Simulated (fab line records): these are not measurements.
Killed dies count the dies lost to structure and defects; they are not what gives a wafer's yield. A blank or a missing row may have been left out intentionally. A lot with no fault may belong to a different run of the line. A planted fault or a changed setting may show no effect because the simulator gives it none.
Chamber matching	flow gf180mcu	GF_HV_LDD_ETCHBACK_58 on rie diel-02: 4 sister chambers
The step etches Si3N4 in CH3F/O2, stops on SiO2, time 100 s, target depth 90 nm. 20 wafers are shown with their chamber, then 10 later ones without.

== WAFERS, EACH WITH ITS CHAMBER ==
wafer	chamber	drypump motor current A (A)	oes product au (a.u.)	throttle valve pct (%)
L082.1	1	6.0	0.843	10.563
L082.4	3	5.2	0.840	10.564
L082.6	0	5.7	0.837	10.543
L083.4	1	6.0	0.839	10.564
L083.5	1	6.0	0.848	10.551
L083.6	0	5.6	0.845	10.570
L088.3	1	6.0	0.832	10.551
L088.4	2	5.4	0.836	10.560
L088.5	2	5.4	0.834	10.570
L089.2	0	5.6	0.838	10.560
L089.5	0	5.6	0.846	10.555
L089.6	3	5.2	0.841	10.563
L091.1	2	5.4	0.843	10.548
L091.2	0	5.6	0.848	10.577
L091.3	3	5.2	0.847	10.565
L091.4	1	6.0	0.843	10.557
L091.5	1	6.0	0.837	10.565
L091.6	0	5.6	0.836	10.543
L092.2	0	5.6	0.849	10.564
L092.3	2	5.4	0.835	10.573

SIGNATURES (averages over the wafers above)
reading	chamber 0	chamber 1	chamber 2	chamber 3	scatter within a chamber
drypump motor current A	5.614	6.000	5.400	5.200	0.0231
oes product au	0.84271	0.84033	0.83700	0.84267	0.00511
throttle valve pct	10.55886	10.55850	10.56275	10.56400	0.00997
Rule: a wafer's distance from a chamber is the root of the sum, over the readings, of the square of ((its reading less the chamber's mean) divided by the reading's scatter). If the next closest chamber is less than 2 further off than the closest, the wafer can't be placed; otherwise it belongs to the closest. The scatter is the square root of a quotient: the sum, over the shown wafers, of each reading's squared deviation from its chamber's mean, divided by wafers minus chambers.

== WAFERS MISSING THEIR CHAMBER ==
wafer	drypump motor current A (A)	oes product au (a.u.)	throttle valve pct (%)
L092.4	6.0	0.850	10.559
L095.2	5.4	0.857	10.553
L095.5	6.0	0.846	10.560
L095.6	5.4	0.850	10.584
L097.1	5.2	0.837	10.565
L097.2	5.6	0.842	10.565
L097.3	6.0	0.840	10.557
L097.4	5.4	0.849	10.560
L097.5	6.0	0.840	10.556
L097.6	5.4	0.844	10.564

== WHICH CHAMBER EACH ONE RAN IN ==
wafer	from the rows above	in truth
L092.4	1	1
L095.2	2	2
L095.5	1	1
L095.6	2	2
L097.1	3	3
L097.2	0	0
L097.3	1	1
L097.4	2	2
L097.5	1	1
L097.6	2	2
Placed correctly: 10 of 10. From these rows, 0 cannot be placed. Placed wrongly: 0.
